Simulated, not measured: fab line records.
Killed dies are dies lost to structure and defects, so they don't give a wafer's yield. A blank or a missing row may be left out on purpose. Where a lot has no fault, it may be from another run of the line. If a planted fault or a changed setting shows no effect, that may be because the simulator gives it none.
Check for tools in common / flow gf180mcu / Sample size 15 lots and 45 wafers

## REASON IT WAS OPENED
Of 15 lots, 3 have the reading MVPSD_TW flagged at GF_MVPSD_TW_MEAS_11. Fault-free wafers read 551, with a standard deviation of 5.6.
Rule: a lot gets a flag if all its wafers with a number sit over 4 standard deviations from that mean, or if no wafer of it has a number. The rest of the lots are taken to be sound.

lot=L171; measured=day 5 21:15; on=film_metro-01; MVPSD_TW, wafer by wafer=560 561 561; flag=
lot=L172; measured=day 5 21:58; on=film_metro-03; MVPSD_TW, wafer by wafer=549 550 549; flag=
lot=L173; measured=day 6 01:08; on=film_metro-02; MVPSD_TW, wafer by wafer=550 551 550; flag=
lot=L174; measured=day 6 09:59; on=film_metro-02; MVPSD_TW, wafer by wafer=549 551 552; flag=
lot=L175; measured=day 6 16:32; on=film_metro-01; MVPSD_TW, wafer by wafer=561 559 558; flag=
lot=L176; measured=day 6 23:48; on=film_metro-03; MVPSD_TW, wafer by wafer=546 545 545; flag=
lot=L178; measured=day 7 14:29; on=film_metro-01; MVPSD_TW, wafer by wafer=556 560 558; flag=
lot=L180; measured=day 7 21:57; on=film_metro-02; MVPSD_TW, wafer by wafer=555 554 553; flag=
lot=L186; measured=day 9 05:01; on=film_metro-02; MVPSD_TW, wafer by wafer=30 30 30; flag=FLAGGED
lot=L187; measured=day 9 12:26; on=film_metro-02; MVPSD_TW, wafer by wafer=30 30 30; flag=FLAGGED
lot=L188; measured=day 9 19:34; on=film_metro-03; MVPSD_TW, wafer by wafer=30 29 30; flag=FLAGGED
lot=L189; measured=day 10 00:20; on=film_metro-03; MVPSD_TW, wafer by wafer=546 542 546; flag=
lot=L190; measured=day 10 08:53; on=film_metro-02; MVPSD_TW, wafer by wafer=551 554 554; flag=
lot=L191; measured=day 10 10:26; on=film_metro-02; MVPSD_TW, wafer by wafer=550 552 552; flag=
lot=L192; measured=day 10 17:05; on=film_metro-03; MVPSD_TW, wafer by wafer=544 543 546; flag=
The numbers of the flagged lots are 30 on average: -521 against the usual, or -93 standard deviations.

## LOT BY LOT: THE TOOL USED
2 process steps preceding the reading are held in the record, out of 602 steps in the route. Every cell lists first the tool, next ch and the chambers used by the sampled wafers, and last the start.
lot=L171; flag=; GF_MVSD_STRIP_10=plasma_asher-04 ch 0,1, day 5 05:47; GF_MVPSD_STRIP_10=plasma_asher-03 ch 0,1, day 5 21:10
lot=L172; flag=; GF_MVSD_STRIP_10=plasma_asher-04 ch 0,1, day 5 06:47; GF_MVPSD_STRIP_10=plasma_asher-03 ch 0,1, day 5 21:52
lot=L173; flag=; GF_MVSD_STRIP_10=plasma_asher-04 ch 0,1, day 5 09:51; GF_MVPSD_STRIP_10=plasma_asher-02 ch 0,1, day 6 01:02
lot=L174; flag=; GF_MVSD_STRIP_10=plasma_asher-01 ch 0,1, day 5 18:18; GF_MVPSD_STRIP_10=plasma_asher-04 ch 0,1, day 6 09:53
lot=L175; flag=; GF_MVSD_STRIP_10=plasma_asher-04 ch 0, day 6 00:51; GF_MVPSD_STRIP_10=plasma_asher-04 ch 0,1, day 6 16:26
lot=L176; flag=; GF_MVSD_STRIP_10=plasma_asher-01 ch 0,1, day 6 07:39; GF_MVPSD_STRIP_10=plasma_asher-02 ch 0,1, day 6 23:42
lot=L178; flag=; GF_MVSD_STRIP_10=plasma_asher-03 ch 0,1, day 6 22:05; GF_MVPSD_STRIP_10=plasma_asher-03 ch 0,1, day 7 14:23
lot=L180; flag=; GF_MVSD_STRIP_10=plasma_asher-03 ch 0,1, day 7 05:03; GF_MVPSD_STRIP_10=plasma_asher-02 ch 0,1, day 7 21:51
lot=L186; flag=FLAGGED; GF_MVSD_STRIP_10=plasma_asher-04 ch 0,1, day 8 12:12; GF_MVPSD_STRIP_10=plasma_asher-02 ch 0,1, day 9 04:55
lot=L187; flag=FLAGGED; GF_MVSD_STRIP_10=plasma_asher-03 ch 0,1, day 8 19:18; GF_MVPSD_STRIP_10=plasma_asher-04 ch 0,1, day 9 12:20
lot=L188; flag=FLAGGED; GF_MVSD_STRIP_10=plasma_asher-01 ch 0,1, day 9 02:40; GF_MVPSD_STRIP_10=plasma_asher-04 ch 0,1, day 9 19:28
lot=L189; flag=; GF_MVSD_STRIP_10=plasma_asher-01 ch 0,1, day 9 06:27; GF_MVPSD_STRIP_10=plasma_asher-02 ch 0,1, day 10 00:14
lot=L190; flag=; GF_MVSD_STRIP_10=plasma_asher-01 ch 0,1, day 9 13:56; GF_MVPSD_STRIP_10=plasma_asher-03 ch 0,1, day 10 08:47
lot=L191; flag=; GF_MVSD_STRIP_10=plasma_asher-04 ch 0, day 9 16:15; GF_MVPSD_STRIP_10=plasma_asher-02 ch 0,1, day 10 10:20
lot=L192; flag=; GF_MVSD_STRIP_10=plasma_asher-01 ch 0,1, day 9 22:14; GF_MVPSD_STRIP_10=plasma_asher-03 ch 0,1, day 10 16:59
What the steps here do:
- GF_MVSD_STRIP_10: strips in O2/N2.
- GF_MVPSD_STRIP_10: strips in O2/N2.
- GF_MVPSD_TW_MEAS_11

## FLAGGED AGAINST TOTAL, ONE TOOL AT A TIME (gauges that did the reading follow at the end)
step=GF_MVSD_STRIP_10; tool=plasma_asher-01; lots run=6; flagged=1; share of the flagged lots=some; sound lots run after its first flagged lot=3 (L189,L190,L192)
step=GF_MVSD_STRIP_10; tool=plasma_asher-03; lots run=3; flagged=1; share of the flagged lots=some; sound lots run after its first flagged lot=0
step=GF_MVSD_STRIP_10; tool=plasma_asher-04; lots run=6; flagged=1; share of the flagged lots=some; sound lots run after its first flagged lot=1 (L191)
step=GF_MVPSD_STRIP_10; tool=plasma_asher-02; lots run=6; flagged=1; share of the flagged lots=some; sound lots run after its first flagged lot=2 (L189,L191)
step=GF_MVPSD_STRIP_10; tool=plasma_asher-03; lots run=5; flagged=0; share of the flagged lots=none; sound lots run after its first flagged lot=-
step=GF_MVPSD_STRIP_10; tool=plasma_asher-04; lots run=4; flagged=2; share of the flagged lots=some; sound lots run after its first flagged lot=0
step=GF_MVPSD_TW_MEAS_11; tool=film_metro-01; lots run=3; flagged=0; share of the flagged lots=none; sound lots run after its first flagged lot=-
step=GF_MVPSD_TW_MEAS_11; tool=film_metro-02; lots run=7; flagged=2; share of the flagged lots=some; sound lots run after its first flagged lot=2 (L190,L191)
step=GF_MVPSD_TW_MEAS_11; tool=film_metro-03; lots run=5; flagged=1; share of the flagged lots=some; sound lots run after its first flagged lot=2 (L189,L192)

## WHAT IS ALLOWED BY THE TABLE
No row of the table ran every flagged lot.

## WHAT WAS PUT IN BY THE SIMULATOR
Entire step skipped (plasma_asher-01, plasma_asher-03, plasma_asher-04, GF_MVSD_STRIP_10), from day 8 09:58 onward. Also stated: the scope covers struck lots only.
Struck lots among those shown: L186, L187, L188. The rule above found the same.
